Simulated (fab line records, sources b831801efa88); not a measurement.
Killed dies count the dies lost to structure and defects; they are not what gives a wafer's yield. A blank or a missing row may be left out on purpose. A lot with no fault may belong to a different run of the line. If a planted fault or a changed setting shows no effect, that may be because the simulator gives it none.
Problem report, 8D (eight disciplines) form, completed by code :: flow sky130 :: the parts of the form that need people (team, actions taken, sign-off) are left out

## 1. WHAT WENT WRONG
At SKY_VIA3_STRIP_16, strip_time_to_endpoint_s averages 5.17 s over 6 wafers from 2 lots, while fault-free wafers read 4.13 s, standard deviation 0.035. Measured from the usual mean, that is +30 standard deviations.
The step: strips in O2/N2.
The first sign was on wafer L698.1 at day 40 21:53, on plasma_asher-01. Wafers with a number at this step in the record: 42, from 14 lots. The rule behind "out" and "out of limits": a value lying over 4 standard deviations away from the usual mean. Any other wafer with a number is counted as sound.

## 2. WHAT IT IS, AND WHAT IT ISN'T
question: which readings at this step
is: strip_time_to_endpoint_s, oes_product_au
is not: chamber_pressure_mTorr

question: which lots
is: L698, L699
is not: L694, L695, L696, L697, L707, L709, L710, L712, L713, L714, L715, L716

question: which wafers of those lots
is: all that have a number
is not: -

question: read on which tools
is: plasma_asher-01, plasma_asher-04
is not: plasma_asher-03

question: when
is: from day 40 21:53
is not: up to then (12 sound wafers); but 24 sound wafers of L707, L709, L710, L712, L713, L714, L715, L716 came after

## 3. SUSPECTS, AND WHAT RULES EACH OUT
Counting: a tool stays on the suspect list if, at a process step up to the reading, it processed all lots that are out and no sound lot following the first of them.
- rie_diel-03 at SKY_VIA3_ETCH_15 (etches SiO2 in C4F8/O2/Ar, stops on TiN, target depth 507 nm, time 78 s): ruled out as a lasting fault. After its first lot that is out, L698 (day 40 21:50), sound lots L712, L713 ran on it.
Left after counting: nothing in the record.

## 4. THE CAUSE (what the simulator had put in)
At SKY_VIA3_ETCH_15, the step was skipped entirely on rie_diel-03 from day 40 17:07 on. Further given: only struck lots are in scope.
Counting ruled it out, wrongly: the rule takes a fault to strike every lot that its tool runs from its start on, and this one did not.

## 5. THE CHAIN OF EFFECTS, in route order
Rows list readings where the struck wafers' mean (over those with a number) sits beyond 3 standard deviations from the usual. Only readings whose record carries a usual standard deviation are examined. hours: median over the lots of the time between each lot's start at the first step of this table that gives one and its start at this step. sigmas: the change, counted in usual standard deviations.
hours: 0
step: SKY_VIA3_STRIP_16
reading: oes_product_au
usual: 0.402 a.u.
on struck wafers: 0.448
change: +0.045
sigmas: +9.3

hours: 0
step: SKY_VIA3_STRIP_16
reading: strip_time_to_endpoint_s
usual: 4.13 s
on struck wafers: 5.17
change: +1.04
sigmas: +30
Process steps it contains:
- SKY_VIA3_STRIP_16: strips in O2/N2.
Readings that are blank on the struck wafers while sound wafers have them: bias_w at SKY_VIA3_ETCH_15; chamber_pressure_mTorr at SKY_VIA3_ETCH_15; oes_product_au at SKY_VIA3_ETCH_15.

## 6. WHAT WOULD HAVE CAUGHT IT SOONER
In this record no reading fell out of limits until day 40 21:53, 5 hours after the fault had begun at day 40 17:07.
At SKY_VIA3_ETCH_15 the tool's readings are blank on the struck wafers, where sound wafers have them: an empty tool record is the first sign, and it was there at once.
